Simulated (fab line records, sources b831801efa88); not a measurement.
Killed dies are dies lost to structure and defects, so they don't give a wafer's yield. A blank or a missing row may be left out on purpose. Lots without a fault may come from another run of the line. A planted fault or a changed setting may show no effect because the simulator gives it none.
Problem report in the 8D (eight disciplines) form, filled by code | flow gf180mcu | the parts of the form that need people (team, actions taken, sign-off) are left out

1. THE PROBLEM
cd_nm at GF_V2_CD_MEAS_14 reads a mean of 268.1 nm on 6 wafers of 2 lots; wafers without a fault read 260.0 nm with a standard deviation of 1. That is +8.1 standard deviations from the usual mean.
The step: target cd 260 nm.
First seen on wafer L133.1, day 26 09:40, on cd_sem-02. The record holds 39 wafers of 13 lots with a number at this step. Rule for "out", or "out of limits": more than 4 standard deviations from the usual mean. The other wafers with a number count as sound.

2. WHAT IT IS AND WHAT IT IS NOT
question                    | is                     | is not
which readings at this step | cd_nm                  | -
which lots                  | L133, L138             | L117, L118, L120, L122, L125, L126, L127, L129, L131, L132, L137
which wafers of those lots  | all that have a number | -
read on which gauges        | cd_sem-02              | cd_sem-01
when                        | from day 26 09:40      | up to then (30 sound wafers); but 3 sound wafers of L137 came after

3. SUSPECTS, AND WHAT RULES EACH OUT
Counting: a tool at a process step up to the reading stays a suspect if it ran every lot that is out and no sound lot after the first of them.
- the gauge at GF_V2_CD_MEAS_14: kept. All the wafers that are out were read on cd_sem-02, and no step on other tools shows them out.
- pvd_sputter-03 at GF_M2_SPUTTER_00 (material Ti, target thk 37.5 nm, time 150 s): kept. It ran every lot that is out, first L133 (day 24 13:16), and no sound lot after that; its last sound lot up to then is L126 (day 22 05:24).
- pvd_sputter-03 at GF_M2_SPUTTER_01 (material TiN, target thk 30 nm, time 25 s): kept. It ran every lot that is out, first L133 (day 24 13:22), and no sound lot after that; its last sound lot up to then is L126 (day 22 05:30).
- litho_track-04 at GF_V2_PEB_12 (peb time 90 s): kept. It ran every lot that is out, first L133 (day 26 09:19), and no sound lot after that; its last sound lot up to then is L129 (day 24 21:37).
Left after counting: pvd_sputter-03 at GF_M2_SPUTTER_00, pvd_sputter-03 at GF_M2_SPUTTER_01, litho_track-04 at GF_V2_PEB_12, cd_sem-02 at GF_V2_CD_MEAS_14.

4. THE CAUSE (what the simulator had put in)
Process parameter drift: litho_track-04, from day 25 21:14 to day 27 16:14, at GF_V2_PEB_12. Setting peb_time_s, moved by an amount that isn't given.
Counting left 4 suspects, and this tool is among them.

5. THE CHAIN OF EFFECTS, in route order
Each row: a reading whose mean over the struck wafers that have a number lies more than 3 standard deviations from the usual. Only readings for which the record gives a usual standard deviation are gone through. hours: the time from each lot's start at the first step in this table that gives one to its start at this step, as a median over the lots. sigmas: the change in usual standard deviations.
hours | step             | reading | usual    | on struck wafers | change | sigmas
0     | GF_V2_CD_MEAS_14 | cd_nm   | 260.0 nm | 268.1            | +8.1   | +8.1

6. WHAT WOULD HAVE CAUGHT IT SOONER
In this record the first reading out of limits at a measuring or inspecting step was taken at day 26 09:40, 12 hours after the fault began at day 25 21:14.
Of the lots that are out (2), L138 began GF_V2_PEB_12 on litho_track-04 after day 26 09:40. A hold on the tool at that time would have spared it.
